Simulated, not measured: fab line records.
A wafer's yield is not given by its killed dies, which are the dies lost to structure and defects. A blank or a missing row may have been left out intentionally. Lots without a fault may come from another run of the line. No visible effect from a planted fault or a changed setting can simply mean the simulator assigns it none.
Chamber matching	flow sky130	3 sister chambers for SKY_CAPM_CVD_00 on pecvd-03
The step deposits SiO2, target thk 15.5 nm. 6 wafers are shown with their chamber, then 12 later ones without.

== WAFERS WITH THEIR CHAMBER ==
wafer	chamber	heater_power_w (W)
L088.3	2	848
L090.5	0	863
L090.6	1	604
L091.3	2	810
L091.4	0	808
L091.6	1	594

== WAFERS MISSING THEIR CHAMBER ==
wafer	heater_power_w (W)
L094.1	693
L094.2	736
L094.3	586
L094.4	719
L094.5	719
L094.6	595
L096.2	596
L096.3	807
L096.6	817
L097.4	806
L097.5	781
L097.6	635

== WHICH CHAMBER EACH WENT THROUGH ==
wafer	from the rows above	in truth
L094.1	can't be placed: 1 or 2 or 0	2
L094.2	can't be placed: 2 or 0 or 1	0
L094.3	1	1
L094.4	can't be placed: 2 or 0 or 1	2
L094.5	can't be placed: 2 or 0 or 1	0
L094.6	1	1
L096.2	1	1
L096.3	can't be placed: 2 or 0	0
L096.6	can't be placed: 2 or 0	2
L097.4	can't be placed: 2 or 0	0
L097.5	can't be placed: 2 or 0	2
L097.6	1	1
Correctly placed: 4 of 12. Not placeable from these rows: 8 (in 8, the candidates include the true chamber). Placed wrongly: 0.
How it was worked out, from the rows above alone: a wafer's distance from a chamber is the root of the sum, over the readings, of the square of ((its reading less the chamber's mean) divided by the reading's scatter). The wafer belongs to the nearest chamber; if the next one is less than 2 further off, it can't be placed. Each chamber's mean is taken over the wafers shown for it. How the scatter is found: for the shown wafers, subtract from each reading the mean of its chamber, square and add these, divide the total by (wafers less chambers), then take the root.
